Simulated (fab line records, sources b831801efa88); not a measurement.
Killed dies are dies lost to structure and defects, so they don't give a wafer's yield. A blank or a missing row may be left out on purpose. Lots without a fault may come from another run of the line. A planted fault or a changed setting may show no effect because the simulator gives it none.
fab line records | flow sky130
record lots=12 wafers=36 last_day=50
route steps=708 shown LOCAL_INTERCONNECT@388 METAL1@434 VIA2@521 PAD_OPEN@708
lots that met no fault: from a run of the same line without faults
start_h: hours from the record's first day to the start of the lot's first wafer shown | wait_h: hours since the lot's step before | " the same as in the row above | L1.1+2: a row that stands for several wafers | - no value, or no start given | * or withheld: withheld | < > ~ a bound
route shown NAME@n: a module of which the file shows steps, and the number in the route of the first | usual: mean/standard deviation of fault-free wafers | same: alike in all rows | chamber/n: place in a boat | sites: the reading at each site | _std_site: their standard deviation | _edge_site: outer sites' mean less inner sites' | radius_mm: how far each site lies from the wafer's centre | mask NAME#n: copy n | behind: the tool/chamber that last shaped the wafer | hold: why the lot was held/for how many hours/how that ended | device: the transistor (n, p or np) that didn't switch | end of line: the same wafers' tests at the end of the route | a step without rows: its recipe alone | killed: dies lost to structure and defects at the first sort, not the wafer's yield | map: a wafer's dies, x killed, . not, _ none there
set.NAME: the setting as run; set.NAME@STEP: as run at that earlier step | model.NAME: the simulator's own value behind a step, which no gauge read
steps of the route over a sample of lots; a table a step, a row a wafer
services: from which hour (start_h, from the record's first day; less than 0 if before it) a tool's chamber was out of use, for how many hours, and why
## steps
# step SKY_LOCAL_INTERCONNECT_RS_MEAS_01
# recipe thk_meas_gauge=four-point-probe reads=TiN_of_LOCAL_INTERCONNECT_SPUTTER_00
# usual LOCAL_INTERCONNECT_TIN_RS=14.16/0.17
# columns lot.wafer tool chamber start_h wait_h LOCAL_INTERCONNECT_TIN_RS[ohm/sq]
L393.1 film_metro-04 - 699.84 0.0 14.10
L393.3 " - " " 14.12
L393.4 " - " " 13.95
L394.1 film_metro-04 - 710.19 0.0 14.12
L394.3 " - " " 13.96
L394.6 " - " " 14.08
L396.1 film_metro-04 - 731.18 0.0 14.29
L396.3 " - " " 14.23
L396.5 " - " " 14.32
L397.1 film_metro-04 - 736.67 0.0 14.51
L397.5 " - " " 14.52
L397.6 " - " " 14.35
L399.1 film_metro-03 - 759.69 0.0 14.23
L399.4 " - " " 14.40
L399.5 " - " " 14.21
L400.2 film_metro-04 - 771.53 0.1 14.17
L400.3 " - " " 14.28
L400.5 " - " " 14.16
L401.1 film_metro-04 - 781.74 0.0 14.10
L401.2 " - " " 14.25
L401.3 " - " " 14.18
L402.1 film_metro-03 - 785.51 0.0 14.48
L402.3 " - " " 14.25
L402.4 " - " " 14.38
L407.2 film_metro-04 - 823.97 0.1 14.35
L407.4 " - " " 14.37
L407.6 " - " " 14.32
L408.1 film_metro-04 - 825.74 0.0 13.82
L408.4 " - " " 13.91
L408.5 " - " " 13.97
L410.1 film_metro-03 - 832.87 0.0 14.17
L410.3 " - " " 14.30
L410.4 " - " " 14.35
L413.1 film_metro-01 - 861.40 0.1 14.23
L413.3 " - " " 14.25
L413.4 " - " " 14.21
# step SKY_METAL1_SPUTTER_00
# recipe material=Ti target_thk_nm=15 power_w=3000 time_s=10 chamber_pressure_pa=0.4
# usual throttle_valve_pct=30.4/0.85
# same time_s=10
# columns lot.wafer tool chamber start_h wait_h throttle_valve_pct
L393.1 pvd_sputter-03 - 758.42 0.1 30.0
L393.3 " - " " 29.8
L393.4 " - " " 31.0
L394.1 pvd_sputter-03 - 767.77 0.2 29.8
L394.3 " - " " 31.0
L394.6 " - " " 29.8
L396.1 pvd_sputter-03 - 787.85 0.2 30.9
L396.3 " - " " 30.4
L396.5 " - " " 29.8
L397.1 pvd_sputter-03 - 792.88 0.2 30.4
L397.5 " - " " 30.2
L397.6 " - " " 29.7
L399.1 pvd_sputter-02 - 816.33 0.1 31.2
L399.4 " - " " 30.4
L399.5 " - " " 30.3
L400.2 pvd_sputter-02 - 826.86 0.2 31.6
L400.3 " - " " 28.9
L400.5 " - " " 31.1
L401.1 pvd_sputter-02 - 837.35 0.2 30.3
L401.2 " - " " 31.0
L401.3 " - " " 28.9
L402.1 pvd_sputter-03 - 840.84 0.3 30.6
L402.3 " - " " 29.6
L402.4 " - " " 29.8
L407.2 pvd_sputter-04 - 878.47 0.1 31.0
L407.4 " - " " 29.3
L407.6 " - " " 29.8
L408.1 pvd_sputter-02 - 880.23 0.1 31.6
L408.4 " - " " 30.7
L408.5 " - " " 31.7
L410.1 pvd_sputter-03 - 886.63 0.2 31.0
L410.3 " - " " 29.7
L410.4 " - " " 30.2
L413.1 pvd_sputter-04 - 916.38 0.2 31.1
L413.3 " - " " 29.1
L413.4 " - " " 30.6
# step SKY_VIA2_ETCH_14
# recipe chemistry=N2/H2 target=BARC ion_energy_ev=200 source_w=500 bias_w=100 pressure_mtorr=30 n2_flow_sccm=100 h2_flow_sccm=200 stop_on=SiO2 time_s=45.9 target_depth_a=600
# usual drypump_motor_current_A=5.7/0.32 h2_flow_sccm=200.0/0.55 n2_flow_sccm=100.00/0.29 oes_product_au=0.854/0.0048 rf_fwd_power_W=495.1/1.7 throttle_valve_pct=13.225/0.0086
# same time_s=45.9
# columns lot.wafer tool chamber start_h wait_h drypump_motor_current_A h2_flow_sccm n2_flow_sccm oes_product_au rf_fwd_power_W rf_hours_counter_h throttle_valve_pct
L393.1 rie_diel-03 2 868.90 0.0 5.2 200.1 100.12 0.856 494.6 8 13.220
L393.3 " 3 " " 6.0 199.1 99.82 0.860 490.2 15 13.226
L393.4 " 1 " " 5.8 200.4 99.83 0.853 494.0 14 13.223
L394.1 rie_diel-01 3 878.50 0.0 6.1 200.0 99.88 0.852 494.0 13 13.225
L394.3 " 1 " " 6.1 199.7 100.31 0.853 498.2 4 13.233
L394.6 " 2 " " 5.8 199.8 100.10 0.853 493.8 - 13.220
L396.1 rie_diel-01 3 896.54 0.0 6.1 200.7 99.82 0.852 494.8 13 13.238
L396.3 " 2 " " 5.9 199.9 100.05 0.842 494.9 6 13.244
L396.5 " 2 " " 5.8 199.4 100.00 0.851 494.0 - 13.214
L397.1 rie_diel-03 2 900.99 0.0 5.2 200.1 100.03 0.851 495.3 9 13.225
L397.5 " 0 " " 6.1 198.6 99.82 0.859 496.5 - 13.212
L397.6 " 1 " " 5.8 199.5 100.08 0.854 496.0 - 13.211
L399.1 rie_diel-01 3 924.60 0.0 6.1 200.0 100.24 0.860 493.0 14 13.230
L399.4 " 0 " " 5.6 199.7 100.20 0.845 494.6 - 13.230
L399.5 " 1 " " 6.2 199.7 99.84 0.862 496.5 - 13.225
L400.2 rie_diel-03 0 932.74 0.0 6.1 200.4 99.82 0.854 496.6 17 13.231
L400.3 " 2 " " 5.2 200.3 100.95 0.851 492.5 10 13.233
L400.5 " 3 " " 6.0 200.9 99.95 0.858 491.7 - 13.233
L401.1 rie_diel-03 1 944.44 0.0 5.8 200.1 99.81 0.851 497.0 16 13.217
L401.2 " 3 " " 6.0 198.8 99.57 0.854 493.4 17 13.225
L401.3 " 0 " " 6.1 200.0 100.54 0.849 494.0 17 13.204
L402.1 rie_diel-02 2 949.05 0.0 5.3 199.5 100.04 0.849 494.6 9 13.221
L402.3 " 1 " " 5.8 200.5 100.19 0.857 495.3 19 13.221
L402.4 " 0 " " 5.4 199.6 100.07 0.856 494.6 22 13.221
L407.2 rie_diel-02 0 984.30 0.0 5.4 199.5 100.16 0.855 495.8 22 13.228
L407.4 " 2 " " 5.3 199.4 99.92 0.853 495.1 10 13.236
L407.6 " 2 " " 5.3 200.0 100.38 0.850 495.5 - 13.220
L408.1 rie_diel-01 0 985.29 0.0 5.6 200.0 100.26 0.861 575.5 7 13.230
L408.4 " 1 " " 6.1 199.7 100.26 0.871 576.9 7 13.224
L408.5 " 3 " " 6.1 198.9 99.88 0.851 574.5 - 13.241
L410.1 rie_diel-01 3 988.60 0.0 6.1 200.4 100.57 0.859 575.3 16 13.225
L410.3 " 1 " " 6.1 200.0 99.90 0.856 577.5 7 13.228
L410.4 " 2 " " 5.9 200.8 99.65 0.857 574.8 8 13.226
L413.1 rie_diel-03 0 1018.65 0.0 6.1 199.7 99.61 0.856 496.2 19 13.230
L413.3 " 3 " " 6.0 200.6 100.43 0.862 492.3 19 13.218
L413.4 " 2 " " 5.2 199.7 99.70 0.847 496.1 13 13.231
# step SKY_VIA2_SPUTTER_20
# recipe material=TiN target_thk_nm=20 chamber_pressure_pa=5 power_w=4000 time_s=80
# usual throttle_valve_pct=29.8/0.9
# same time_s=80
# columns lot.wafer tool chamber start_h wait_h throttle_valve_pct
L393.1 pvd_sputter-01 - 869.59 0.0 28.4
L393.3 " - " " 28.5
L393.4 " - " " 30.7
L394.1 pvd_sputter-03 - 879.20 0.0 29.7
L394.3 " - " " 30.9
L394.6 " - " " 29.8
L396.1 pvd_sputter-03 - 897.24 0.0 29.9
L396.3 " - " " 29.5
L396.5 " - " " 29.9
L397.1 pvd_sputter-01 - 901.70 0.0 28.5
L397.5 " - " " 29.4
L397.6 " - " " 28.7
L399.1 pvd_sputter-04 - 925.29 0.0 31.1
L399.4 " - " " 29.4
L399.5 " - " " 30.6
L400.2 pvd_sputter-01 - 933.44 0.0 30.8
L400.3 " - " " 28.8
L400.5 " - " " 28.6
L401.1 pvd_sputter-01 - 945.14 0.0 29.5
L401.2 " - " " 28.7
L401.3 " - " " 30.7
L402.1 pvd_sputter-03 - 949.87 0.0 29.7
L402.3 " - " " 30.2
L402.4 " - " " 30.9
L407.2 pvd_sputter-04 - 985.04 0.0 29.1
L407.4 " - " " 29.3
L407.6 " - " " 31.0
L408.1 pvd_sputter-01 - 986.03 0.0 28.3
L408.4 " - " " 29.4
L408.5 " - " " 30.7
L410.1 pvd_sputter-03 - 989.35 0.0 30.4
L410.3 " - " " 29.6
L410.4 " - " " 29.7
L413.1 pvd_sputter-04 - 1019.34 0.0 29.4
L413.3 " - " " 30.5
L413.4 " - " " 31.2
# step SKY_PAD_OPEN_PROBE_99
# usual defect_limited_yield=82.9/2 killed_at_M0_to_M3=42/7.6 killed_at_M4_up=2.9/1.7 killed_at_contacts=24/5.1 killed_at_front_end=15/4 killed_at_other=0.2/0.38 killed_dies=84/9.9 killed_open=46/7.2 killed_short=38/6.6 sort_bin_3_pad_short=0.9/0.38 sort_bin_5_function=10.2/1.5 sort_bin_6_memory=6.0/1 sort_n_pass=408/9.9 sort_yield_pct=82.9/2
# same gross_dies=492 killed_at_back_side=0 sort_bin_4_leakage[%]=0 sort_bin_8_speed[%]=0
# columns lot.wafer tool chamber start_h wait_h defect_limited_yield[%] killed_at_M0_to_M3 killed_at_M4_up killed_at_contacts killed_at_front_end killed_at_other killed_dies killed_open killed_short sort_bin_3_pad_short[%] sort_bin_5_function[%] sort_bin_6_memory[%] sort_n_pass sort_yield_pct[%]
L408.4 prober-02 - 1182.45 0.2 82.1 42 3 24 19 0 88 45 43 1.2 10.4 6.3 404 82.1
# killed by level:class
L408.4 CONTACT:geometric_particle:open=9 VIA1:geometric_particle:open=8 CONTACT:geometric_particle:short=7 VIA3:geometric_particle:open=6 POLY_GATE:geometric_particle:short=5 METAL1:geometric_particle:short=5 VIA1:geometric_particle:short=5 FIELD_ISO:geometric_particle:short=4
## services
# columns tool chamber start_h hours kind
pvd_sputter-04 - 737.25 5.2 repair
rie_diel-01 3 749.35 9.6 repair
rie_diel-01 - 753.62 2.8 pm
pvd_sputter-02 - 785.77 3.3 repair
pvd_sputter-02 - 788.76 2.8 repair
rie_diel-02 3 793.05 4.7 repair
pvd_sputter-01 - 794.86 1.2 repair
rie_diel-03 1 795.40 7.5 repair
pvd_sputter-04 - 804.81 5.1 repair
rie_diel-01 3 818.35 7.0 repair
rie_diel-01 - 846.16 13.5 repair
rie_diel-03 - 846.57 0.5 repair
rie_diel-02 0 866.96 3.0 repair
pvd_sputter-03 - 879.41 2.4 repair
pvd_sputter-03 - 914.68 2.8 repair
pvd_sputter-03 - 917.05 0.6 repair
rie_diel-01 2 917.06 14.8 repair
pvd_sputter-04 - 932.89 11.4 repair
pvd_sputter-04 - 949.14 3.7 repair
pvd_sputter-02 - 952.40 1.0 repair
pvd_sputter-03 - 985.56 0.9 repair
rie_diel-03 - 987.54 0.5 repair
rie_diel-01 3 1003.60 9.6 repair
rie_diel-03 1 1004.63 4.9 repair
## key
first_sign step=SKY_VIA2_ETCH_14 reading=rf_fwd_power_W direction=up sigmas=47 usual=495.1 struck=575.8
effect none on later readings
met_at SKY_VIA2_ETCH_14
struck_lots L408,L410
not_acting_at SKY_LOCAL_INTERCONNECT_RS_MEAS_01,SKY_METAL1_SPUTTER_00,SKY_VIA2_SPUTTER_20
onset_between 924.60 985.29
fault kind=process_parameter_drift tool=rie_diel-01 chamber=- onset_h=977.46 steps=SKY_VIA2_ETCH_14 channel=source_w offset=80 shape=step end_h=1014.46 acts_in=these_recipes_only stated=500
